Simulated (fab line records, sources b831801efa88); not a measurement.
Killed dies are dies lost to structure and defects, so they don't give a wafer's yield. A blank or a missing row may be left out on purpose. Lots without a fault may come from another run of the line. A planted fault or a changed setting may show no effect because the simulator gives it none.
Which tool did it? | flow sky130 | 6 lots, 18 wafers sampled, at 3 steps of a route of 708

WHAT THE GAUGES READ, wafer by wafer
SKY_VIA1_THK_MEAS_01.
lot  | measured     | on            | VIA1_HDPCVD_THK (nm)
L555 | day 33 10:01 | film_metro-01 | 1016 1029 1005
L557 | day 34 17:45 | film_metro-01 | 1030 1028 1033
L560 | day 35 18:28 | film_metro-03 | 1001 1016 1006
L564 | day 37 10:22 | film_metro-01 | 1036 1028 1035
L573 | day 39 08:33 | film_metro-01 | 1005 1019 1007

WHICH TOOL RAN EACH LOT (tool, then ch and the chambers of the sampled wafers, then the start)
lot  | SKY_GATE_OXIDE_STRIP_13              | SKY_CONTACT_ETCH_17
L555 | plasma_asher-02 ch 0,1, day 14 11:01 | rie_diel-02 ch 0,1, day 32 04:59
L557 | plasma_asher-01 ch 0,1, day 15 21:40 | rie_diel-02 ch 0,1,2, day 33 12:37
L560 | plasma_asher-03 ch 0,1, day 17 02:58 | rie_diel-04 ch 1,2,3, day 34 14:10
L564 | plasma_asher-01 ch 0,1, day 18 20:12 | rie_diel-04 ch 1,2, day 36 06:17
L566 | plasma_asher-01 ch 0,1, day 19 08:05 | -
L573 | plasma_asher-02 ch 0,1, day 21 08:16 | rie_diel-02 ch 1,2,3, day 38 04:18
- SKY_GATE_OXIDE_STRIP_13: strips in O2/N2.
- SKY_CONTACT_ETCH_17: etches SiO2 in C4F8/O2/Ar, stops on Si3N4, target depth 340 nm.

THE ANSWER, worked out from the rows above alone
Rule: what is usual is taken from the lots themselves. Put in order of their means at a reading, lots are off if they are a third of the lots or fewer, leave a main group of 4 or more, and stand apart from it by a gap of 3 or more times the standard deviation of the main group's means; of several such gaps the widest counts. A main group whose means are all the same, to the digits that the tables above print for the reading, isn't used. A lot without any number at a reading at which 4 lots or more have one is off too. The other lots that the step has rows for count as sound.
No lot is off at any reading shown: from this, nothing can be told.

WHAT THE SIMULATOR HAD PUT IN
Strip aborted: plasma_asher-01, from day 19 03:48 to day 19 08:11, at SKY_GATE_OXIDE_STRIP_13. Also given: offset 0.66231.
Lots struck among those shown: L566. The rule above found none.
